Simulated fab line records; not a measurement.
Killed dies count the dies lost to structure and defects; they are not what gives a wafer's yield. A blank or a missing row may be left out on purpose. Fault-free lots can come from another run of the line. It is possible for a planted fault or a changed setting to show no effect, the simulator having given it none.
Which tool was responsible?	flow gf180mcu	6 lots with 18 wafers sampled at 3 steps, on a route of 602 steps

WHAT EACH GAUGE READ, for each wafer
GF_HV_LDD_CD_MEAS_19: the cd target is 400 nm.
lot	measured	on	cd nm (nm)
L713	day 12 02:32	cd sem-01	400.0 399.7 400.7
L720	day 14 06:21	cd sem-01	399.2 398.9 401.1
L724	day 15 16:33	cd sem-01	404.7 402.5 402.7
L727	day 16 17:48	cd sem-02	397.6 397.7 396.1
L730	day 17 08:46	cd sem-02	401.7 402.3 401.8
L732	day 17 23:19	cd sem-02	398.6 397.5 399.9

WHAT TOOL EACH LOT RAN ON (gives the tool, then ch and the chambers of the sampled wafers, and finally the start)
lot	GF_DNWELL_STRIP_08	GF_HV_LDD_EXPOSE_16
L713	plasma asher-04 ch 0,1, day 3 16:08	iline stepper-02 ch 0, day 11 17:32
L720	plasma asher-02 ch 0,1, day 5 05:22	iline stepper-01 ch 0, day 13 20:28
L724	plasma asher-04 ch 0,1, day 6 01:52	iline stepper-01 ch 0, day 15 06:02
L727	plasma asher-04 ch 1, day 6 19:55	iline stepper-01 ch 0, day 16 06:29
L730	plasma asher-02 ch 0,1, day 7 10:26	iline stepper-02 ch 0, day 16 21:12
L732	plasma asher-02 ch 0,1, day 7 20:49	iline stepper-01 ch 0, day 17 11:35
- GF_DNWELL_STRIP_08: strips in O2/N2.
- GF_HV_LDD_EXPOSE_16: exposes mask Pplus LV AREA, target cd 400 nm.

THE ANSWER, worked out from the rows above alone
Rule: the usual values come from the lots themselves. Put in order of their means at a reading, lots are off if they are a third of the lots or fewer, leave a main group of 4 or more, and stand apart from it by a gap of 3 or more times the standard deviation of the main group's means; of several such gaps the widest counts. The tables above print the reading to a certain number of digits; a main group whose means all agree to those digits is not used. A lot without any number at a reading at which 4 lots or more have one is off too. Where the step has rows for the other lots, those lots are counted as sound.
None of the lots is off at any reading shown; this tells nothing.

WHAT WAS PUT IN BY THE SIMULATOR
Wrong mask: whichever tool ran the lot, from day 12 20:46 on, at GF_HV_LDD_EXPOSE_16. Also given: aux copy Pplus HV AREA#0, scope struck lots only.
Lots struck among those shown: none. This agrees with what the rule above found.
